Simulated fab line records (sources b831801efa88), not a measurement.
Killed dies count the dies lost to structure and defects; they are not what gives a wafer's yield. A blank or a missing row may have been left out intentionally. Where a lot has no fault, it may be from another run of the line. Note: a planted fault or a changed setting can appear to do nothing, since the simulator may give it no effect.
fab line records	flow sky130
[record] lots = 24	wafers = 72	last-day = 50
route steps=708 shown LDD_LDN@301 SD_N@354 LI_CONTACT@365 LOCAL_INTERCONNECT@399 CONTACT@424
lots untouched by any fault: they come from a run of this same line in which no faults occurred
start-h: start of the lot's first displayed wafer, in hours after the record's first day	wait-h: hours since the lot's step before	" unchanged from the row above	L1.1+2: a row that stands for several wafers	- no value, or no start was given	* or withheld: withheld	< > ~ a bound
route shown NAME@n: NAME is a module with steps in the file, n the number in the route of the first one	usual: mean/standard deviation taken from wafers without a fault	same: alike in all rows	chamber/n: place in a boat	sites: the reading at each site	_std_site: standard deviation across them	_edge_site: the outer-site mean with the inner-site mean subtracted	radius-mm: for every site, how far away it sits from the centre of the wafer	mask NAME#n: copy n	behind: the last tool/chamber to shape the wafer	hold: reason for holding the lot/hours on hold/outcome of the hold	device: names the non-switching transistor (n, p or np)	end of line: the route-end tests of the same wafers	where a step has no rows: the recipe by itself	killed: the dies lost at the first sort to structure and to defects; this is not the yield of the wafer	map: shows each die of a wafer: x if killed, . if not, _ if none is there
set.NAME: the setting that was run; set.NAME@STEP: the one run at that earlier step	model.NAME: the simulator's own value behind a step, which no gauge read
steps of the route over a sample of lots; a table a step, a row a wafer
services: the hour from which a tool's chamber was out of use, counted from the record's first day as start-h (under 0 if before that day), plus the number of hours and why
[[steps]]
[step SKY_LDD_LDN_STRIP_12]
[recipe] chemistry = O2/N2	power-w = 1400	pressure-mtorr = 1500	platen-temp-c = withheld	o2-flow-sccm = 3000	n2-flow-sccm = 300	overash-fraction = 0.5
[usual] drypump-motor-current-A = 5.6/0.49	o2-flow-sccm = 3001/8	oes-product-au = 0.715/0.0047	strip-time-to-endpoint-s = 14.20/0.038
lot.wafer	tool	chamber	start-h	wait-h	drypump-motor-current-A	o2-flow-sccm	oes-product-au	rf-hours-counter-h	strip-time-to-endpoint-s
L074.2	plasma-asher-04	0	520.19	0.1	6.2	2995	0.714	7	14.24
L074.3	"	0	"	"	6.2	3000	0.716	-	14.15
L074.4	"	1	"	"	5.2	2999	0.706	-	14.14
L075.3	plasma-asher-04	0	523.63	0.1	6.1	3003	0.705	-	14.29
L075.5	"	1	"	"	5.2	3010	0.712	-	14.30
L075.6	"	0	"	"	6.2	2992	0.718	-	14.25
L076.3	plasma-asher-03	0	530.83	0.1	5.8	2999	0.711	-	14.22
L076.4	"	1	"	"	6.5	3023	0.709	-	14.26
L076.6	"	1	"	"	6.5	3013	0.714	-	14.23
L079.1	plasma-asher-03	0	580.44	0.1	5.8	2997	0.724	89	14.23
L079.2	"	1	"	"	6.4	3004	0.709	89	14.22
L079.4	"	0	"	"	5.8	2990	0.721	-	14.25
L077.2	plasma-asher-02	1	583.40	0.1	5.5	3010	0.713	49	14.20
L077.3	"	0	"	"	5.0	3011	0.714	-	14.18
L077.6	"	0	"	"	5.0	2993	0.712	-	14.18
L078.1	plasma-asher-04	1	583.70	0.1	5.2	3004	0.711	14	14.28
L078.4	"	0	"	"	6.2	2999	0.715	-	14.23
L078.6	"	0	"	"	6.2	2998	0.720	-	14.27
L081.3	plasma-asher-02	1	586.98	0.1	5.5	3017	0.717	-	14.19
L081.4	"	0	"	"	5.0	2992	0.711	-	14.18
L081.6	"	0	"	"	5.0	3002	0.721	-	14.21
L080.2	plasma-asher-04	1	588.25	0.1	5.2	2997	0.719	15	14.22
L080.3	"	1	"	"	5.2	3007	0.714	-	14.21
L080.4	"	0	"	"	6.2	2996	0.721	-	14.19
L082.2	plasma-asher-04	0	596.50	0.1	6.2	3006	0.718	16	14.15
L082.4	"	1	"	"	5.2	2998	0.714	-	14.15
L082.5	"	0	"	"	6.2	3004	0.721	-	14.15
L083.4	plasma-asher-04	1	633.63	0.1	5.2	3018	0.712	-	14.19
L083.5	"	1	"	"	5.2	3014	0.727	-	14.20
L083.6	"	0	"	"	6.2	2991	0.719	-	14.21
L084.4	plasma-asher-04	1	634.53	0.1	5.2	2997	0.718	-	14.20
L084.5	"	0	"	"	6.2	3005	0.712	-	14.17
L084.6	"	1	"	"	5.2	3010	0.716	-	14.18
L086.3	plasma-asher-02	0	635.17	0.1	5.0	3008	0.718	-	14.17
L086.4	"	1	"	"	5.5	2999	0.717	-	14.21
L086.5	"	0	"	"	5.0	3007	0.730	-	14.15
L085.1	plasma-asher-04	1	636.70	0.1	5.2	3006	0.715	20	14.18
L085.2	"	0	"	"	6.2	3014	0.720	20	14.15
L085.6	"	1	"	"	5.2	3009	0.713	-	14.13
L087.1	plasma-asher-02	1	638.94	0.1	5.5	2996	0.719	55	14.19
L087.3	"	0	"	"	5.0	3005	0.713	-	14.18
L087.5	"	0	"	"	5.0	2994	0.717	-	14.18
L089.2	plasma-asher-02	0	644.75	0.1	5.0	2996	0.719	55	14.18
L089.4	"	0	"	"	5.0	3009	0.709	-	14.22
L089.6	"	0	"	"	5.0	2988	0.715	-	14.20
L088.2	plasma-asher-04	1	645.99	0.1	5.2	3005	0.710	21	14.17
L088.3	"	1	"	"	5.2	2998	0.715	-	14.16
L088.5	"	1	"	"	5.2	3024	0.714	-	14.15
L090.1	plasma-asher-03	1	658.40	0.1	6.5	2995	0.711	98	14.24
L090.4	"	1	"	"	6.5	2996	0.712	-	14.21
L090.5	"	0	"	"	5.8	3011	0.714	-	14.19
L091.2	plasma-asher-04	0	661.94	0.1	6.2	2988	0.714	23	14.16
L091.5	"	0	"	"	6.2	2985	0.721	-	14.20
L091.6	"	1	"	"	5.2	2994	0.718	-	14.18
L092.1	plasma-asher-02	0	672.85	0.1	5.0	2989	0.705	58	14.21
L092.4	"	0	"	"	5.0	2988	0.713	-	14.20
L092.6	"	1	"	"	5.5	3005	0.718	-	14.21
L094.3	plasma-asher-03	0	685.48	0.1	5.8	3005	0.714	-	14.22
L094.4	"	1	"	"	6.5	3005	0.714	-	14.26
L094.5	"	0	"	"	5.8	3003	0.723	-	14.25
L093.2	plasma-asher-03	0	688.61	0.1	5.8	3000	0.712	101	14.17
L093.4	"	0	"	"	5.8	2989	0.720	-	14.24
L093.6	"	1	"	"	6.5	2990	0.712	-	14.27
L095.1	plasma-asher-02	1	690.00	0.1	5.5	3011	0.721	59	14.24
L095.2	"	0	"	"	5.0	3011	0.718	59	14.18
L095.3	"	0	"	"	5.0	3009	0.722	-	14.15
L096.1	plasma-asher-02	0	707.19	0.1	5.0	3008	0.723	61	14.13
L096.2	"	1	"	"	5.5	2990	0.718	61	14.17
L096.5	"	0	"	"	5.0	2986	0.717	-	14.12
L097.1	plasma-asher-04	1	707.34	0.1	5.2	3006	0.712	27	14.22
L097.3	"	1	"	"	5.2	3001	0.718	-	14.21
L097.4	"	0	"	"	6.1	3000	0.712	-	14.24
[step SKY_SD_N_TW_MEAS_12]
[usual] SD_N_TW = 3958/40
lot.wafer	tool	chamber	start-h	wait-h	SD_N_TW
L074.2	film-metro-01	-	640.62	0.1	3926
L074.3	"	-	"	"	3916
L074.4	"	-	"	"	3927
L075.3	film-metro-03	-	644.33	0.1	4010
L075.5	"	-	"	"	3996
L075.6	"	-	"	"	4015
L076.3	film-metro-03	-	649.13	0.1	4008
L076.4	"	-	"	"	4001
L076.6	"	-	"	"	4007
L079.1	film-metro-01	-	699.91	0.1	3925
L079.2	"	-	"	"	3930
L079.4	"	-	"	"	3922
L077.2	film-metro-01	-	702.38	0.1	3896
L077.3	"	-	"	"	3875
L077.6	"	-	"	"	3908
L078.1	film-metro-01	-	703.76	0.1	3929
L078.4	"	-	"	"	3911
L078.6	"	-	"	"	3900
L081.3	film-metro-03	-	704.98	0.1	3987
L081.4	"	-	"	"	4001
L081.6	"	-	"	"	3992
L080.2	film-metro-03	-	706.88	0.1	4017
L080.3	"	-	"	"	4027
L080.4	"	-	"	"	4028
L082.2	film-metro-01	-	713.98	0.1	3893
L082.4	"	-	"	"	3916
L082.5	"	-	"	"	3907
L083.4	film-metro-01	-	748.34	0.1	3932
L083.5	"	-	"	"	3938
L083.6	"	-	"	"	3968
L084.4	film-metro-03	-	748.64	0.1	4032
L084.5	"	-	"	"	4012
L084.6	"	-	"	"	3997
L086.3	film-metro-03	-	750.78	0.1	4012
L086.4	"	-	"	"	4001
L086.5	"	-	"	"	4001
L085.1	film-metro-01	-	752.86	0.1	3960
L085.2	"	-	"	"	3966
L085.6	"	-	"	"	3942
L087.1	film-metro-01	-	753.25	0.1	3961
L087.3	"	-	"	"	3948
L087.5	"	-	"	"	3950
L089.2	film-metro-01	-	759.58	0.1	3927
L089.4	"	-	"	"	3940
L089.6	"	-	"	"	3940
L088.2	film-metro-03	-	760.53	0.1	4016
L088.3	"	-	"	"	4030
L088.5	"	-	"	"	4008
L090.1	film-metro-01	-	770.91	0.1	3964
L090.4	"	-	"	"	3975
L090.5	"	-	"	"	3946
L091.2	film-metro-01	-	774.78	0.1	3949
L091.5	"	-	"	"	3962
L091.6	"	-	"	"	3956
L092.1	film-metro-03	-	784.91	0.1	3972
L092.4	"	-	"	"	3978
L092.6	"	-	"	"	3973
L094.3	film-metro-01	-	796.98	0.1	3946
L094.4	"	-	"	"	3934
L094.5	"	-	"	"	3907
L093.2	film-metro-01	-	800.12	0.1	3907
L093.4	"	-	"	"	3908
L093.6	"	-	"	"	3915
L095.1	film-metro-03	-	801.71	0.1	3979
L095.2	"	-	"	"	3966
L095.3	"	-	"	"	3957
L096.1	film-metro-01	-	816.62	0.1	3908
L096.2	"	-	"	"	3901
L096.5	"	-	"	"	3904
L097.1	film-metro-04	-	818.36	0.1	3967
L097.3	"	-	"	"	3996
L097.4	"	-	"	"	3992
[step SKY_LI_CONTACT_BOW_MEAS_03]
[recipe] mode = bow
[usual] LI_CONTACT_BOW = 57/6.6
lot.wafer	tool	chamber	start-h	wait-h	LI_CONTACT_BOW[um]
L074.2	film-metro-03	-	641.76	0.1	60
L074.3	"	-	"	"	53
L074.4	"	-	"	"	59
L075.3	film-metro-03	-	645.48	0.1	53
L075.5	"	-	"	"	58
L075.6	"	-	"	"	55
L076.3	film-metro-04	-	650.27	0.2	59
L076.4	"	-	"	"	56
L076.6	"	-	"	"	50
L079.1	film-metro-03	-	701.22	0.1	57
L079.2	"	-	"	"	58
L079.4	"	-	"	"	63
L077.2	film-metro-04	-	703.55	0.2	56
L077.3	"	-	"	"	55
L077.6	"	-	"	"	47
L078.1	film-metro-04	-	704.88	0.1	56
L078.4	"	-	"	"	62
L078.6	"	-	"	"	66
L081.3	film-metro-03	-	706.46	0.3	48
L081.4	"	-	"	"	50
L081.6	"	-	"	"	44
L080.2	film-metro-01	-	708.02	0.2	55
L080.3	"	-	"	"	57
L080.4	"	-	"	"	61
L082.2	film-metro-03	-	715.12	0.2	65
L082.4	"	-	"	"	65
L082.5	"	-	"	"	55
L083.4	film-metro-04	-	749.52	0.3	56
L083.5	"	-	"	"	52
L083.6	"	-	"	"	78
L084.4	film-metro-01	-	749.84	0.2	57
L084.5	"	-	"	"	55
L084.6	"	-	"	"	52
L086.3	film-metro-04	-	751.92	0.1	56
L086.4	"	-	"	"	64
L086.5	"	-	"	"	64
L085.1	film-metro-01	-	753.99	0.1	48
L085.2	"	-	"	"	58
L085.6	"	-	"	"	51
L087.1	film-metro-04	-	754.41	0.2	58
L087.3	"	-	"	"	65
L087.5	"	-	"	"	58
L089.2	film-metro-04	-	760.72	0.2	58
L089.4	"	-	"	"	46
L089.6	"	-	"	"	58
L088.2	film-metro-01	-	761.67	0.2	56
L088.3	"	-	"	"	51
L088.5	"	-	"	"	59
L090.1	film-metro-01	-	772.04	0.2	43
L090.4	"	-	"	"	61
L090.5	"	-	"	"	59
L091.2	film-metro-04	-	775.92	0.2	48
L091.5	"	-	"	"	61
L091.6	"	-	"	"	49
L092.1	film-metro-04	-	786.04	0.1	53
L092.4	"	-	"	"	45
L092.6	"	-	"	"	62
L094.3	film-metro-03	-	798.13	0.2	54
L094.4	"	-	"	"	63
L094.5	"	-	"	"	59
L093.2	film-metro-03	-	801.27	0.2	46
L093.4	"	-	"	"	49
L093.6	"	-	"	"	52
L095.1	film-metro-01	-	802.84	0.2	63
L095.2	"	-	"	"	57
L095.3	"	-	"	"	63
L096.1	film-metro-01	-	817.75	0.1	55
L096.2	"	-	"	"	58
L096.5	"	-	"	"	44
L097.1	film-metro-01	-	819.49	0.2	61
L097.3	"	-	"	"	57
L097.4	"	-	"	"	51
[step SKY_LOCAL_INTERCONNECT_OVL_MEAS_12]
[usual] LOCAL_INTERCONNECT_OVL = 7/6.2
lot.wafer	tool	chamber	start-h	wait-h	LOCAL_INTERCONNECT_OVL[nm]
L074.2	overlay-02	-	701.85	0.1	8
L074.3	"	-	"	"	11
L074.4	"	-	"	"	7
L075.3	overlay-02	-	704.90	0.1	-5
L075.5	"	-	"	"	-3
L075.6	"	-	"	"	2
L076.3	overlay-02	-	714.80	0.1	1
L076.4	"	-	"	"	1
L076.6	"	-	"	"	-1
L079.1	overlay-01	-	757.28	0.1	12
L079.2	"	-	"	"	7
L079.4	"	-	"	"	2
L077.2	overlay-01	-	760.95	0.1	-2
L077.3	"	-	"	"	7
L077.6	"	-	"	"	-1
L078.1	overlay-02	-	761.54	0.1	11
L078.4	"	-	"	"	-1
L078.6	"	-	"	"	4
L081.3	overlay-01	-	761.90	0.1	1
L081.4	"	-	"	"	6
L081.6	"	-	"	"	6
L080.2	overlay-02	-	763.78	0.1	13
L080.3	"	-	"	"	23
L080.4	"	-	"	"	17
L082.2	overlay-02	-	771.00	0.1	2
L082.4	"	-	"	"	6
L082.5	"	-	"	"	4
L083.4	overlay-02	-	804.35	0.1	6
L083.5	"	-	"	"	3
L083.6	"	-	"	"	5
L084.4	overlay-01	-	805.31	0.1	7
L084.5	"	-	"	"	4
L084.6	"	-	"	"	11
L086.3	overlay-01	-	807.84	0.1	11
L086.4	"	-	"	"	4
L086.5	"	-	"	"	10
L085.1	overlay-01	-	809.98	0.1	10
L085.2	"	-	"	"	10
L085.6	"	-	"	"	8
L087.1	overlay-01	-	810.33	0.1	9
L087.3	"	-	"	"	14
L087.5	"	-	"	"	7
L089.2	overlay-01	-	816.83	0.1	1
L089.4	"	-	"	"	3
L089.6	"	-	"	"	0
L088.2	overlay-01	-	817.50	0.1	8
L088.3	"	-	"	"	1
L088.5	"	-	"	"	3
L090.1	overlay-01	-	827.48	0.1	-7
L090.4	"	-	"	"	3
L090.5	"	-	"	"	-6
L091.2	overlay-02	-	831.44	0.1	6
L091.5	"	-	"	"	9
L091.6	"	-	"	"	13
L092.1	overlay-02	-	840.73	0.1	18
L092.4	"	-	"	"	11
L092.6	"	-	"	"	12
L094.3	overlay-02	-	852.26	0.1	10
L094.4	"	-	"	"	2
L094.5	"	-	"	"	2
L093.2	overlay-02	-	856.43	0.1	4
L093.4	"	-	"	"	5
L093.6	"	-	"	"	6
L095.1	overlay-02	-	858.08	0.1	-2
L095.2	"	-	"	"	5
L095.3	"	-	"	"	4
L096.1	overlay-01	-	873.05	0.1	14
L096.2	"	-	"	"	12
L096.5	"	-	"	"	8
L097.1	overlay-01	-	873.89	0.1	7
L097.3	"	-	"	"	12
L097.4	"	-	"	"	25
[step SKY_LOCAL_INTERCONNECT_STRIP_15]
[recipe] chemistry = O2/N2	power-w = 1400	pressure-mtorr = 1500	platen-temp-c = withheld	o2-flow-sccm = 3000	n2-flow-sccm = 300	overash-fraction = 0.5
[usual] drypump-motor-current-A = 5.8/0.37	o2-flow-sccm = 2999/9.3	oes-product-au = 0.425/0.0043	strip-time-to-endpoint-s = 4.677/0.018
lot.wafer	tool	chamber	start-h	wait-h	drypump-motor-current-A	o2-flow-sccm	oes-product-au	rf-hours-counter-h	strip-time-to-endpoint-s
L074.2	plasma-asher-03	0	702.00	0.0	5.8	3010	0.431	102	4.662
L074.3	"	1	"	"	6.4	2999	0.421	-	4.646
L074.4	"	0	"	"	5.8	2992	0.419	-	4.667
L075.3	plasma-asher-01	0	705.07	0.1	5.9	3009	0.420	-	4.685
L075.5	"	1	"	"	5.5	2993	0.425	-	4.667
L075.6	"	0	"	"	5.9	2997	0.425	-	4.684
L076.3	plasma-asher-04	1	714.97	0.1	5.2	2991	0.429	-	4.641
L076.4	"	0	"	"	6.2	2980	0.428	-	4.661
L076.6	"	1	"	"	5.2	3002	0.422	-	4.669
L079.1	plasma-asher-04	0	757.43	0.0	6.2	3014	0.429	32	4.688
L079.2	"	1	"	"	5.2	2990	0.429	32	4.707
L079.4	"	0	"	"	6.2	3001	0.425	-	4.680
L077.2	plasma-asher-01	1	761.10	0.0	5.5	3001	0.430	90	4.675
L077.3	"	0	"	"	5.9	2995	0.421	-	4.666
L077.6	"	0	"	"	5.9	2999	0.423	-	4.686
L078.1	plasma-asher-04	0	761.69	0.0	6.1	2987	0.420	33	4.700
L078.4	"	1	"	"	5.2	2993	0.421	-	4.682
L078.6	"	1	"	"	5.2	3014	0.430	-	4.706
L081.3	plasma-asher-04	0	762.07	0.1	6.2	3006	0.428	-	4.673
L081.4	"	1	"	"	5.2	2995	0.415	-	4.666
L081.6	"	0	"	"	6.2	2997	0.435	-	4.682
L080.2	plasma-asher-01	0	763.93	0.0	5.9	2998	0.429	91	4.703
L080.3	"	1	"	"	5.5	2999	0.430	-	4.668
L080.4	"	0	"	"	5.9	3004	0.424	-	4.695
L082.2	plasma-asher-01	0	771.15	0.0	5.9	2996	0.426	91	4.677
L082.4	"	0	"	"	5.9	2998	0.417	-	4.673
L082.5	"	0	"	"	5.9	2993	0.427	-	4.696
L083.4	plasma-asher-04	0	804.51	0.1	6.1	3007	0.424	-	4.663
L083.5	"	0	"	"	6.2	3003	0.414	-	4.658
L083.6	"	1	"	"	5.2	3001	0.424	-	4.657
L084.4	plasma-asher-01	0	805.60	0.1	5.9	2985	0.428	-	4.699
L084.5	"	0	"	"	5.9	2995	0.426	-	4.686
L084.6	"	1	"	"	5.5	2993	0.427	-	4.694
L086.3	plasma-asher-01	0	808.01	0.1	6.0	2997	0.432	-	4.695
L086.4	"	1	"	"	5.5	3001	0.429	-	4.675
L086.5	"	1	"	"	5.5	3000	0.433	-	4.682
L085.1	plasma-asher-01	1	810.13	0.0	5.5	3007	0.427	95	4.669
L085.2	"	0	"	"	6.0	3018	0.427	95	4.679
L085.6	"	1	"	"	5.5	2987	0.425	-	4.672
L087.1	plasma-asher-03	0	810.59	0.1	5.8	2990	0.418	6	4.686
L087.3	"	1	"	"	6.5	3000	0.437	-	4.704
L087.5	"	0	"	"	5.8	2990	0.426	-	4.711
L089.2	plasma-asher-01	1	816.98	0.0	5.5	2996	0.431	96	4.673
L089.4	"	0	"	"	6.0	3013	0.426	-	4.677
L089.6	"	0	"	"	5.9	3019	0.425	-	4.653
L088.2	plasma-asher-03	1	817.65	0.0	6.5	2976	0.419	7	4.690
L088.3	"	0	"	"	5.8	3007	0.430	-	4.692
L088.5	"	0	"	"	5.8	2998	0.422	-	4.694
L090.1	plasma-asher-01	1	827.63	0.0	5.5	3009	0.424	97	4.693
L090.4	"	0	"	"	5.9	3007	0.427	-	4.700
L090.5	"	1	"	"	5.5	3003	0.424	-	4.696
L091.2	plasma-asher-04	1	831.59	0.0	5.2	2981	0.421	40	4.644
L091.5	"	0	"	"	6.2	3001	0.427	-	4.662
L091.6	"	1	"	"	5.2	2998	0.429	-	4.665
L092.1	plasma-asher-01	1	840.88	0.0	5.5	3009	0.435	98	4.701
L092.4	"	0	"	"	5.9	2995	0.423	-	4.709
L092.6	"	1	"	"	5.5	2997	0.434	-	4.694
L094.3	plasma-asher-01	1	852.43	0.1	5.5	3016	0.424	-	4.697
L094.4	"	0	"	"	5.9	3004	0.424	-	4.707
L094.5	"	0	"	"	6.0	3004	0.416	-	4.680
L093.2	plasma-asher-04	0	856.58	0.0	6.2	2983	0.425	42	4.659
L093.4	"	1	"	"	5.2	2994	0.422	-	4.650
L093.6	"	1	"	"	5.2	2998	0.425	-	4.624
L095.1	plasma-asher-01	0	858.23	0.0	6.0	2990	0.428	100	4.683
L095.2	"	1	"	"	5.5	3013	0.422	100	4.655
L095.3	"	0	"	"	6.0	2985	0.428	-	4.675
L096.1	plasma-asher-03	0	873.20	0.0	5.8	3004	0.425	12	4.654
L096.2	"	1	"	"	6.5	3017	0.429	12	4.681
L096.5	"	1	"	"	6.5	3013	0.421	-	4.659
L097.1	plasma-asher-01	0	874.04	0.0	6.0	2995	0.415	101	4.662
L097.3	"	0	"	"	5.9	2998	0.431	-	4.643
L097.4	"	1	"	"	5.5	2985	0.424	-	4.684
[step SKY_CONTACT_ETCH_18]
[recipe] target = Si3N4	chemistry = CHF3/O2	stop-on = TiN	source-w = 600	bias-w = 200	pressure-mtorr = 40	chf3-flow-sccm = 50	O2_flow_sccm = 5	time-s = 39	target-depth-a = 750
[usual] drypump-motor-current-A = 5.8/0.5	oes-product-au = 0.849/0.0084	throttle-valve-pct = 8.792/0.0091
lot.wafer	tool	chamber	start-h	wait-h	drypump-motor-current-A	oes-product-au	rf-hours-counter-h	throttle-valve-pct
L074.2	rie-diel-01	3	-	-	6.2	0.835	20	8.791
L074.3	"	2	"	"	5.0	0.846	15	8.797
L074.4	"	1	"	"	5.1	0.860	2	8.794
L075.3	rie-diel-03	0	-	-	6.5	0.850	9	8.797
L075.5	"	2	"	"	6.1	0.850	-	8.785
L075.6	"	1	"	"	5.7	0.857	-	8.797
L076.3	rie-diel-01	3	-	-	6.2	0.827	20	8.794
L076.4	"	2	"	"	5.0	0.856	16	8.783
L076.6	"	0	"	"	5.5	0.839	-	8.788
L079.1	rie-diel-03	2	-	-	6.1	0.863	22	8.804
L079.2	"	1	"	"	5.7	0.858	13	8.792
L079.4	"	3	"	"	5.6	0.857	10	8.813
L077.2	rie-diel-02	3	-	-	6.3	0.841	10	8.786
L077.3	"	2	"	"	5.7	0.849	22	8.797
L077.6	"	3	"	"	6.3	0.840	-	8.812
L078.1	rie-diel-01	3	-	-	6.2	0.848	21	8.792
L078.4	"	2	"	"	5.0	0.848	17	8.805
L078.6	"	0	"	"	5.6	0.848	-	8.801
L081.3	rie-diel-03	3	-	-	5.7	0.841	10	8.795
L081.4	"	1	"	"	5.7	0.854	14	8.773
L081.6	"	0	"	"	6.6	0.849	-	8.795
L080.2	rie-diel-01	1	-	-	5.1	0.845	4	8.789
L080.3	"	0	"	"	5.6	0.834	40	8.785
L080.4	"	2	"	"	5.0	0.859	17	8.794
L082.2	rie-diel-01	1	-	-	5.0	0.846	4	8.789
L082.4	"	0	"	"	5.6	0.840	40	8.784
L082.5	"	0	"	"	5.6	0.849	-	8.790
L083.4	rie-diel-02	2	-	-	5.7	0.856	23	8.791
L083.5	"	3	"	"	6.3	0.872	-	8.780
L083.6	"	0	"	"	6.2	0.861	-	8.823
L084.4	rie-diel-03	1	-	-	5.7	0.843	15	8.778
L084.5	"	0	"	"	6.6	0.850	-	8.792
L084.6	"	1	"	"	5.7	0.850	-	8.799
L086.3	rie-diel-02	3	-	-	6.3	0.837	-	8.794
L086.4	"	2	"	"	5.7	0.853	-	8.788
L086.5	"	2	"	"	5.7	0.858	-	8.798
L085.1	rie-diel-01	3	-	-	6.2	0.842	23	8.811
L085.2	"	2	"	"	5.0	0.849	18	8.800
L085.6	"	2	"	"	5.0	0.852	-	8.788
L087.1	rie-diel-03	0	-	-	6.6	0.850	12	8.787
L087.3	"	2	"	"	6.1	0.840	24	8.783
L087.5	"	2	"	"	6.1	0.856	-	8.786
L089.2	rie-diel-02	1	-	-	5.3	0.845	6	8.795
L089.4	"	1	"	"	5.3	0.856	-	8.788
L089.6	"	2	"	"	5.7	0.856	-	8.795
L088.2	rie-diel-02	1	-	-	5.3	0.845	6	8.789
L088.3	"	2	"	"	5.7	0.849	23	8.797
L088.5	"	3	"	"	6.3	0.848	-	8.780
L090.1	rie-diel-03	1	-	-	5.7	0.861	16	8.790
L090.4	"	0	"	"	6.6	0.854	13	8.791
L090.5	"	1	"	"	5.7	0.873	-	8.808
L091.2	rie-diel-02	1	-	-	5.3	0.840	6	8.804
L091.5	"	3	"	"	6.3	0.849	-	8.799
L091.6	"	0	"	"	6.3	0.853	-	8.794
L092.1	rie-diel-01	1	-	-	5.0	0.843	7	8.786
L092.4	"	0	"	"	5.5	0.843	1	8.807
L092.6	"	0	"	"	5.6	0.857	-	8.789
L094.3	rie-diel-03	3	-	-	5.6	0.840	14	8.791
L094.4	"	0	"	"	6.6	0.850	14	8.777
L094.5	"	2	"	"	6.0	0.854	-	8.806
L093.2	rie-diel-03	0	-	-	6.6	0.854	14	8.793
L093.4	"	2	"	"	6.1	0.854	26	8.801
L093.6	"	0	"	"	6.6	0.870	-	8.791
L095.1	rie-diel-01	1	-	-	5.0	0.848	7	8.802
L095.2	"	2	"	"	5.0	0.841	20	8.786
L095.3	"	3	"	"	6.2	0.839	25	8.768
L096.1	rie-diel-02	3	-	-	6.3	0.841	13	8.785
L096.2	"	2	"	"	5.7	0.838	25	8.801
L096.5	"	0	"	"	6.2	0.852	-	8.793
L097.1	rie-diel-01	0	-	-	5.6	0.848	2	8.777
L097.3	"	3	"	"	6.2	0.838	25	8.792
L097.4	"	2	"	"	5.0	0.850	21	8.800
[[services]]
tool	chamber	start-h	hours	kind
rie-diel-02	-	502.48	0.2	repair
rie-diel-03	0	528.26	19.8	repair
rie-diel-02	3	528.96	3.6	repair
plasma-asher-03	-	533.54	4.5	repair
plasma-asher-01	-	545.24	8.8	repair
plasma-asher-03	-	575.71	2.8	pm
plasma-asher-01	-	580.48	28.1	pm
plasma-asher-03	-	587.50	3.2	repair
plasma-asher-02	-	595.22	2.8	pm
rie-diel-03	3	600.64	6.5	repair
rie-diel-03	0	630.80	16.6	repair
rie-diel-03	0	707.07	7.1	repair
plasma-asher-04	-	718.99	2.8	pm
rie-diel-03	1	723.45	1.3	repair
rie-diel-03	3	724.88	8.2	repair
plasma-asher-03	-	733.75	9.0	pm
plasma-asher-03	-	760.75	1.3	repair
plasma-asher-03	-	765.17	0.7	repair
plasma-asher-03	-	767.88	2.0	repair
plasma-asher-04	-	796.31	0.5	repair
rie-diel-01	0	814.70	4.5	repair
plasma-asher-03	-	828.68	3.6	repair
rie-diel-01	0	846.98	7.5	repair
rie-diel-01	-	863.21	0.4	repair
[[key]]
fault none
